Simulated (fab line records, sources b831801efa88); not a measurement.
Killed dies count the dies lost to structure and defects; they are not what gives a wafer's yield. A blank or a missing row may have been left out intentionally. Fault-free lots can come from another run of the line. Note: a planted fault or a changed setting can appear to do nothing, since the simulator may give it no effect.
fab line records	flow sky130
record lots=13	wafers=39	lastDay=50
route steps=708 shown METAL1@457 PAD_OPEN@708
lots that met no fault: from a run of the same line without faults
startH: hours from the record's first day to the start of the lot's first wafer shown	waitH: hours elapsed since this lot's preceding step	" repeats the value in the row above	L1.1+2: one row covering several wafers at once	- value missing, or start not given	* or withheld: withheld	< > ~ a bound
route shown NAME@n: a module of which the file shows steps, and the number in the route of the first	usual: the fault-free wafers' mean and standard deviation	same: alike in all rows	chamber/n: place in a boat	sites: per-site readings	_std_site: the values' standard deviation	_edge_site: the outer-site mean with the inner-site mean subtracted	radiusMm: for every site, how far away it sits from the centre of the wafer	mask NAME#n: copy n	behind: the most recent tool/chamber to have shaped the wafer	hold: the reason the lot was held/the length of the hold in hours/how it ended	device: whichever transistor did not switch (one of n, p or np)	end of line: at the end of the route, the tests of the same wafers	for a step that has no rows: nothing shown but its recipe	killed: the dies lost at the first sort to structure and to defects; this is not the yield of the wafer	map: per-die view of a wafer (x killed, . not killed, _ where there is no die)
set.NAME: setting as actually run; set.NAME@STEP: the setting as run at that earlier step	model.NAME: the simulator's own value behind a step, which no gauge read
one table for each step of the route and one row for each wafer, over a sample of lots
services: the hour from which a tool's chamber was out of use, counted from the record's first day as startH (under 0 if before that day), plus the number of hours and why
## steps
# step SKY_METAL1_CLEAN_23
# recipe chemistry=O3/DIW	dry=n2Spin
lot.wafer	tool	chamber	startH	waitH
L331.1+3+5	wetBench-01	1	767.65	0.0
L334.2+3+4	wetBench-01	1	794.80	0.0
L335.1+3+5	wetBench-01	2	807.87	0.0
L339.1+3+4	wetBench-01	2	831.47	0.0
L340.1+5+6	wetBench-01	0	841.65	0.0
L341.1+2+4	wetBench-02	1	842.00	0.0
L342.2+3+6	wetBench-01	1	844.87	0.0
L343.1+3+5	wetBench-01	0	850.22	0.0
L344.1+3+6	wetBench-02	2	858.32	0.0
L348.3+5+6	wetBench-03	1	906.90	0.0
L350.1+4+5	wetBench-03	0	907.73	0.0
L353.1+3+5	wetBench-01	1	921.30	0.0
L354.1+2+6	wetBench-03	0	931.74	0.0
# step SKY_PAD_OPEN_PROBE_99
# usual defectLimitedYield=82.5/1.9	killed_at_M0_to_M3=43/7.2	killed_at_M4_up=3.3/2	killedAtContacts=25/5.8	killedAtFrontEnd=15/4.5	killedAtOther=0.3/0.62	killedDies=86/9.4	killedOnRim=17/3.7	killedOpen=47/7.1	killedShort=39/6	sort_bin_3_pad_short=0.9/0.4	sort_bin_5_function=10.4/1.4	sort_bin_6_memory=6.2/1.1	sort_bin_8_speed=0.7/1.4	sortNPass=402/11	sortYieldPct=81.7/2.2
# same grossDies=492	killedAtBackSide=0	sort_bin_4_leakage[%]=0
lot.wafer	tool	chamber	startH	waitH	hold	defectLimitedYield[%]	killed_at_M0_to_M3	killed_at_M4_up	killedAtContacts	killedAtFrontEnd	killedAtOther	killedDies	killedOnRim	killedOpen	killedShort	sort_bin_3_pad_short[%]	sort_bin_5_function[%]	sort_bin_6_memory[%]	sort_bin_8_speed[%]	sortNPass	sortYieldPct[%]
L331.1	prober-01	-	1080.99	0.1	-	78.0	58	3	40	6	1	108	19	60	48	0	13.2	8.7	0.4	382	77.6
L331.3	prober-01	-	1081.09	0.2	-	79.9	62	3	25	9	0	99	23	52	47	1.0	11.2	7.9	0.8	389	79.1
L331.5	prober-01	-	1081.19	0.2	-	83.1	53	2	19	8	1	83	19	45	38	0.2	12.0	4.7	1.8	400	81.3
L334.2	prober-02	-	1101.31	0.1	-	78.3	49	3	35	19	1	107	20	57	48	0.6	12.2	8.9	0	385	78.3
L334.3	prober-02	-	1101.36	0.2	-	80.5	43	2	31	20	0	96	23	52	44	1.0	12.2	6.3	0	396	80.5
L334.4	prober-02	-	1101.41	0.2	-	79.3	51	4	27	19	1	102	16	56	44	1.0	13.0	6.7	0	390	79.3
L335.1	prober-02	-	1110.01	0.1	-	86.8	28	4	15	18	0	65	16	32	33	0.8	8.1	4.3	0.6	424	86.2
L335.3	prober-02	-	1110.11	0.2	-	80.1	54	1	18	25	0	98	23	48	50	0.8	11.2	7.9	0.4	392	79.7
L335.5	prober-02	-	1110.21	0.2	-	81.9	48	2	20	19	0	89	13	46	41	0.6	10.2	7.3	0.2	402	81.7
L339.1	prober-01	-	1128.94	0.1	-	82.3	38	8	22	19	0	87	13	45	42	0.8	11.6	5.3	0.4	403	81.9
L339.3	prober-01	-	1129.04	0.2	-	81.9	43	2	20	24	0	89	18	50	38	1.2	10.4	6.5	1.8	394	80.1
L339.4	prober-01	-	1129.09	0.2	-	80.9	47	1	29	16	1	94	17	53	40	1.0	11.8	6.3	0.6	395	80.3
L340.1	prober-02	-	1137.70	0.1	-	80.7	49	0	36	10	0	95	16	55	40	0.6	10.8	7.9	1.2	391	79.5
L340.5	prober-02	-	1137.90	0.2	-	83.3	48	2	23	9	0	82	11	50	32	1.6	9.3	5.7	2.0	400	81.3
L340.6	prober-02	-	1137.95	0.2	-	81.9	41	4	30	14	0	89	15	47	42	1.2	10.8	6.1	0.2	402	81.7
L341.1	prober-01	-	1138.44	0.1	-	83.3	40	2	31	9	0	82	22	43	39	0.8	9.1	6.7	0.2	409	83.1
L341.2	prober-01	-	1138.49	0.1	-	80.1	54	7	22	15	0	98	21	60	38	0.2	12.8	6.9	0.2	393	79.9
L341.4	prober-01	-	1138.59	0.2	-	81.1	43	3	32	15	0	93	20	52	40	1.0	11.4	6.5	0	399	81.1
L342.2	prober-02	-	1139.44	0.1	-	80.9	40	7	32	15	0	94	15	51	43	0.8	9.1	9.1	0	398	80.9
L342.3	prober-02	-	1139.49	0.2	-	83.5	42	1	23	15	0	81	13	46	35	0.8	10.8	4.9	0.4	409	83.1
L342.6	prober-02	-	1139.64	0.2	-	82.9	47	3	25	9	0	84	13	51	33	1.0	11.6	4.5	0	408	82.9
L343.1	prober-01	-	1140.07	0.1	-	82.7	43	6	20	16	0	85	19	46	39	0.6	10.8	5.9	0.2	406	82.5
L343.3	prober-01	-	1140.17	0.2	-	83.3	36	4	22	20	0	82	16	46	36	0.8	10.2	5.7	1.6	402	81.7
L343.5	prober-01	-	1140.27	0.2	-	85.2	33	2	20	17	1	73	13	44	29	0	8.7	6.1	0.8	415	84.3
L344.1	prober-02	-	1147.66	0.1	-	85.0	37	3	26	8	0	74	12	46	28	0.4	8.9	5.7	1.2	412	83.7
L344.3	prober-02	-	1147.76	0.2	-	82.3	43	2	29	13	0	87	14	48	39	0.8	8.5	8.3	0.8	401	81.5
L344.6	prober-02	-	1147.91	0.2	-	83.9	40	2	19	17	1	79	17	42	37	1.4	10.8	3.9	1.0	408	82.9
L348.3	prober-01	-	1181.22	0.2	-	84.1	40	3	21	14	0	78	21	49	29	0.4	8.5	6.9	0	414	84.1
L348.5	prober-01	-	1181.32	0.2	-	81.3	35	8	25	24	0	92	17	42	49	1.2	10.8	6.7	0	400	81.3
L348.6	prober-01	-	1181.37	0.2	-	83.1	42	1	28	12	0	83	16	41	41	1.2	10.6	5.1	0.2	408	82.9
L350.1	prober-02	-	1183.11	0.1	-	83.9	43	3	21	11	1	79	17	40	39	0.8	10.8	4.5	1.0	408	82.9
L350.4	prober-02	-	1183.26	0.2	-	84.1	33	3	22	19	1	78	23	44	34	1.0	9.3	5.5	1.4	407	82.7
L350.5	prober-02	-	1183.31	0.2	-	85.4	32	5	20	15	0	72	14	46	26	0.8	9.8	4.1	0.8	416	84.6
L353.1	prober-01	-	1192.33	0.1	awaitDispo/3.5h/release	70.5	87	10	27	20	1	145	16	48	57	1.8	18.7	8.9	0	347	70.5
L353.3	prober-01	-	1192.43	0.2	awaitDispo/3.5h/release	75.2	78	4	28	12	0	122	19	46	37	1.4	16.1	7.3	0.4	368	74.8
L353.5	prober-01	-	1192.53	0.2	awaitDispo/3.5h/release	72.4	87	5	30	14	0	136	18	53	36	1.8	18.3	7.5	0	356	72.4
L354.1	prober-02	-	1195.53	0.1	-	79.7	43	5	33	17	2	100	19	63	37	1.2	10.4	8.7	0.4	390	79.3
L354.2	prober-02	-	1195.58	0.1	-	83.7	44	2	21	13	0	80	23	47	33	0.6	9.6	6.1	0.8	408	82.9
L354.6	prober-02	-	1195.78	0.2	-	80.7	46	3	30	16	0	95	15	57	38	1.4	12.2	5.7	0.8	393	79.9
# killed by level:class
L331.1 LI_CONTACT:geometricParticle:open=16 VIA1:geometricParticle:open=15 CONTACT:geometricParticle:open=10 VIA2:geometricParticle:open=8 VIA1:geometricParticle:short=7 LOCAL_INTERCONNECT:geometricParticle:short=6 METAL1:geometricParticle:short=6 VIA3:geometricParticle:open=6
L331.3 VIA1:geometricParticle:open=20 METAL2:geometricParticle:short=8 CONTACT:geometricParticle:open=8 VIA1:geometricParticle:short=8 VIA3:geometricParticle:short=7 FIELD_ISO:geometricParticle:open=6 LI_CONTACT:geometricParticle:open=5 CONTACT:geometricParticle:short=5
L331.5 VIA1:geometricParticle:open=11 VIA2:geometricParticle:open=9 VIA1:geometricParticle:short=8 LI_CONTACT:geometricParticle:open=7 VIA3:geometricParticle:short=7 CONTACT:geometricParticle:open=5 VIA3:geometricParticle:open=5 METAL1:geometricParticle:short=4
L334.2 CONTACT:geometricParticle:open=14 LI_CONTACT:geometricParticle:open=9 METAL2:geometricParticle:short=9 VIA1:geometricParticle:open=8 METAL1:geometricParticle:short=7 POLY_GATE:geometricParticle:open=6 VIA2:geometricParticle:open=6 POLY_GATE:geometricParticle:short=5
L334.3 CONTACT:geometricParticle:open=16 POLY_GATE:geometricParticle:short=7 VIA3:geometricParticle:open=7 VIA1:geometricParticle:open=7 FIELD_ISO:geometricParticle:open=6 LI_CONTACT:geometricParticle:open=6 VIA1:geometricParticle:short=6 VIA2:geometricParticle:open=5
L334.4 VIA1:geometricParticle:open=11 CONTACT:geometricParticle:open=11 METAL1:geometricParticle:short=9 VIA2:geometricParticle:open=9 LI_CONTACT:geometricParticle:open=6 VIA1:geometricParticle:short=6 VIA3:geometricParticle:open=5 FIELD_ISO:geometricParticle:open=4
L335.1 POLY_GATE:geometricParticle:short=6 VIA3:geometricParticle:open=6 POLY_GATE:geometricParticle:open=5 LOCAL_INTERCONNECT:geometricParticle:short=5 VIA1:geometricParticle:open=5 METAL3:geometricParticle:short=4 CONTACT:geometricParticle:open=4 METAL1:geometricParticle:short=4
L335.3 VIA1:geometricParticle:open=15 METAL1:geometricParticle:short=7 POLY_GATE:geometricParticle:short=6 FIELD_ISO:geometricParticle:open=5 VIA2:geometricParticle:open=5 LOCAL_INTERCONNECT:geometricParticle:short=5 VIA1:geometricParticle:short=5 METAL2:geometricParticle:short=5
L335.5 VIA2:geometricParticle:open=11 VIA1:geometricParticle:open=8 POLY_GATE:geometricParticle:open=6 METAL1:geometricParticle:short=6 CONTACT:geometricParticle:open=6 METAL2:geometricParticle:short=6 VIA1:geometricParticle:short=5 FIELD_ISO:geometricParticle:short=4
L339.1 CONTACT:geometricParticle:open=8 METAL2:geometricParticle:short=7 VIA2:geometricParticle:open=7 LI_CONTACT:geometricParticle:open=6 METAL4:geometricParticle:short=6 FIELD_ISO:geometricParticle:open=5 POLY_GATE:geometricParticle:open=5 VIA1:geometricParticle:open=5
L339.3 VIA1:geometricParticle:open=13 CONTACT:geometricParticle:short=7 SPACER:geometricParticle:open=6 CONTACT:geometricParticle:open=6 VIA2:geometricParticle:short=5 VIA3:geometricParticle:open=5 FIELD_ISO:geometricParticle:short=4 VIA2:geometricParticle:open=4
L339.4 CONTACT:geometricParticle:open=12 METAL2:geometricParticle:short=10 LI_CONTACT:geometricParticle:open=9 VIA1:geometricParticle:open=8 VIA3:geometricParticle:open=7 VIA2:geometricParticle:open=7 METAL1:geometricParticle:short=5 FIELD_ISO:geometricParticle:short=4
L340.1 CONTACT:geometricParticle:open=15 VIA1:geometricParticle:open=10 VIA3:geometricParticle:open=10 VIA1:geometricParticle:short=8 LI_CONTACT:geometricParticle:open=6 CONTACT:geometricParticle:short=6 VIA2:geometricParticle:open=6 LI_CONTACT:geometricParticle:short=4
L340.5 VIA1:geometricParticle:open=10 CONTACT:geometricParticle:short=9 CONTACT:geometricParticle:open=9 VIA3:geometricParticle:open=7 METAL1:geometricParticle:short=6 FIELD_ISO:geometricParticle:open=5 VIA1:geometricParticle:short=5 METAL2:geometricParticle:open=5
L340.6 CONTACT:geometricParticle:open=10 VIA1:geometricParticle:open=9 LI_CONTACT:geometricParticle:open=7 VIA1:geometricParticle:short=6 METAL2:geometricParticle:short=5 LOCAL_INTERCONNECT:geometricParticle:short=5 VIA2:geometricParticle:open=5 VIA2:geometricParticle:short=4
L341.1 CONTACT:geometricParticle:open=11 VIA1:geometricParticle:open=9 METAL1:geometricParticle:short=8 VIA2:geometricParticle:open=6 METAL2:geometricParticle:short=6 CONTACT:geometricParticle:short=5 LOCAL_INTERCONNECT:geometricParticle:short=5 LI_CONTACT:geometricParticle:short=5
L341.2 VIA1:geometricParticle:open=12 VIA2:geometricParticle:open=11 CONTACT:geometricParticle:open=9 LI_CONTACT:geometricParticle:open=8 METAL2:geometricParticle:short=7 FIELD_ISO:geometricParticle:short=6 VIA3:geometricParticle:open=6 METAL4:geometricParticle:short=5
L341.4 CONTACT:geometricParticle:open=10 VIA3:geometricParticle:open=10 LI_CONTACT:geometricParticle:open=8 VIA1:geometricParticle:open=8 METAL2:geometricParticle:short=7 CONTACT:geometricParticle:short=7 FIELD_ISO:geometricParticle:short=5 VIA1:geometricParticle:short=5
L342.2 CONTACT:geometricParticle:open=13 VIA1:geometricParticle:open=10 VIA3:geometricParticle:open=8 LI_CONTACT:geometricParticle:open=6 METAL1:geometricParticle:short=6 FIELD_ISO:geometricParticle:open=5 CONTACT:geometricParticle:short=5 METAL2:geometricParticle:short=5
L342.3 CONTACT:geometricParticle:open=13 VIA3:geometricParticle:open=8 CONTACT:geometricParticle:short=7 VIA1:geometricParticle:short=7 VIA1:geometricParticle:open=7 VIA2:geometricParticle:open=6 FIELD_ISO:geometricParticle:short=5 POLY_GATE:geometricParticle:open=5
L342.6 VIA1:geometricParticle:open=17 CONTACT:geometricParticle:open=13 VIA1:geometricParticle:short=6 VIA3:geometricParticle:open=5 LOCAL_INTERCONNECT:geometricParticle:short=4 METAL1:geometricParticle:short=4 FIELD_ISO:geometricParticle:open=3 POLY_GATE:geometricParticle:short=3
L343.1 VIA1:geometricParticle:open=9 VIA1:geometricParticle:short=8 LI_CONTACT:geometricParticle:open=6 CONTACT:geometricParticle:short=6 METAL4:geometricParticle:short=6 CONTACT:geometricParticle:open=5 METAL1:geometricParticle:short=5 VIA2:geometricParticle:open=5
L343.3 CONTACT:geometricParticle:open=8 VIA1:geometricParticle:open=8 POLY_GATE:geometricParticle:short=7 POLY_GATE:geometricParticle:open=6 LI_CONTACT:geometricParticle:open=6 VIA2:geometricParticle:open=6 LOCAL_INTERCONNECT:geometricParticle:short=5 METAL1:geometricParticle:short=4
L343.5 VIA1:geometricParticle:open=12 CONTACT:geometricParticle:open=7 POLY_GATE:geometricParticle:open=6 LI_CONTACT:geometricParticle:open=6 VIA2:geometricParticle:open=5 VIA2:geometricParticle:short=4 FIELD_ISO:geometricParticle:short=3 FIELD_ISO:geometricParticle:open=3
L344.1 CONTACT:geometricParticle:open=9 VIA1:geometricParticle:open=9 VIA2:geometricParticle:open=8 CONTACT:geometricParticle:short=7 VIA3:geometricParticle:open=7 FIELD_ISO:geometricParticle:open=5 LI_CONTACT:geometricParticle:open=5 VIA1:geometricParticle:short=5
L344.3 CONTACT:geometricParticle:open=14 VIA1:geometricParticle:open=12 METAL2:geometricParticle:short=6 VIA1:geometricParticle:short=6 VIA2:geometricParticle:open=6 LI_CONTACT:geometricParticle:open=5 VIA3:geometricParticle:short=5 FIELD_ISO:geometricParticle:short=4
L344.6 FIELD_ISO:geometricParticle:short=9 CONTACT:geometricParticle:open=8 VIA1:geometricParticle:open=8 VIA2:geometricParticle:open=7 METAL2:geometricParticle:short=6 FIELD_ISO:geometricParticle:open=5 VIA1:geometricParticle:short=5 VIA3:geometricParticle:open=4
L348.3 VIA1:geometricParticle:open=14 CONTACT:geometricParticle:open=7 VIA3:geometricParticle:open=7 LI_CONTACT:geometricParticle:open=6 METAL1:geometricParticle:short=5 POLY_GATE:geometricParticle:open=4 POLY_GATE:geometricParticle:short=4 LOCAL_INTERCONNECT:geometricParticle:short=4
L348.5 CONTACT:geometricParticle:open=10 METAL2:geometricParticle:short=10 VIA1:geometricParticle:open=9 FIELD_ISO:geometricParticle:short=8 CONTACT:geometricParticle:short=6 FIELD_ISO:geometricParticle:open=5 LI_CONTACT:geometricParticle:open=5 METAL4:geometricParticle:short=5
L348.6 LI_CONTACT:geometricParticle:open=9 CONTACT:geometricParticle:open=8 METAL2:geometricParticle:short=6 METAL1:geometricParticle:short=6 VIA1:geometricParticle:open=6 VIA1:geometricParticle:short=5 FIELD_ISO:geometricParticle:open=4 LI_CONTACT:geometricParticle:short=4
L350.1 VIA2:geometricParticle:open=9 VIA1:geometricParticle:open=8 CONTACT:geometricParticle:short=6 CONTACT:geometricParticle:open=6 LOCAL_INTERCONNECT:geometricParticle:short=5 METAL1:geometricParticle:short=5 VIA1:geometricParticle:short=4 POLY_GATE:geometricParticle:short=4
L350.4 CONTACT:geometricParticle:open=10 VIA1:geometricParticle:open=6 LI_CONTACT:geometricParticle:open=5 METAL2:geometricParticle:short=5 FIELD_ISO:geometricParticle:short=4 FIELD_ISO:geometricParticle:open=4 POLY_GATE:geometricParticle:short=4 METAL1:geometricParticle:short=4
L350.5 VIA3:geometricParticle:open=8 CONTACT:geometricParticle:open=8 VIA1:geometricParticle:open=7 LOCAL_INTERCONNECT:geometricParticle:short=6 POLY_GATE:geometricParticle:open=5 LI_CONTACT:geometricParticle:open=5 VIA2:geometricParticle:open=5 POLY_GATE:geometricParticle:short=3
L353.1 METAL1:unspecified=40 LI_CONTACT:geometricParticle:open=9 VIA1:geometricParticle:open=8 METAL4:geometricParticle:short=8 CONTACT:geometricParticle:short=7 POLY_GATE:geometricParticle:open=6 CONTACT:geometricParticle:open=6 VIA1:geometricParticle:short=6
L353.3 METAL1:unspecified=39 CONTACT:geometricParticle:open=12 LI_CONTACT:geometricParticle:open=9 METAL3:geometricParticle:short=8 VIA1:geometricParticle:open=8 VIA2:geometricParticle:short=6 VIA3:geometricParticle:open=6 VIA2:geometricParticle:open=5
L353.5 METAL1:unspecified=47 CONTACT:geometricParticle:open=13 VIA2:geometricParticle:open=9 METAL1:geometricParticle:short=8 VIA1:geometricParticle:open=7 CONTACT:geometricParticle:short=6 LI_CONTACT:geometricParticle:open=6 VIA3:geometricParticle:open=6
L354.1 CONTACT:geometricParticle:open=16 VIA3:geometricParticle:open=10 LI_CONTACT:geometricParticle:open=7 CONTACT:geometricParticle:short=7 VIA1:geometricParticle:open=6 METAL2:geometricParticle:short=5 VIA1:geometricParticle:short=5 VIA2:geometricParticle:open=5
L354.2 VIA1:geometricParticle:open=13 LI_CONTACT:geometricParticle:open=8 VIA2:geometricParticle:open=8 VIA1:geometricParticle:short=5 LI_CONTACT:geometricParticle:short=4 VIA3:geometricParticle:short=4 FIELD_ISO:geometricParticle:short=3 FIELD_ISO:geometricParticle:open=3
L354.6 VIA1:geometricParticle:open=15 CONTACT:geometricParticle:open=11 VIA2:geometricParticle:open=10 LI_CONTACT:geometricParticle:open=7 VIA3:geometricParticle:open=6 LI_CONTACT:geometricParticle:short=6 FIELD_ISO:geometricParticle:open=5 METAL1:geometricParticle:short=5
## services
tool	chamber	startH	hours	kind
wetBench-03	-	774.97	3.8	repair
wetBench-02	-	792.26	4.4	pm
wetBench-03	-	840.83	11.8	repair
wetBench-03	-	914.68	1.7	repair
## key
firstSign step=SKY_PAD_OPEN_PROBE_99	reading=killed_at_M0_to_M3	direction=up	sigmas=5.8	usual=43	struck=84
effect step=SKY_PAD_OPEN_PROBE_99	reading=sort_bin_5_function	direction=up	sigmas=5.3	usual=10.4	struck=17.7
metAt SKY_METAL1_CLEAN_23
struckLots L353
struckWafers L353.1,L353.3,L353.5
onsetBetween 844.87 921.30
fault kind=chamberParticleSource	tool=wetBench-01	chamber=1	onsetH=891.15	steps=SKY_METAL1_CLEAN_23	ratePerVisitCm2=0.43691	endH=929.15
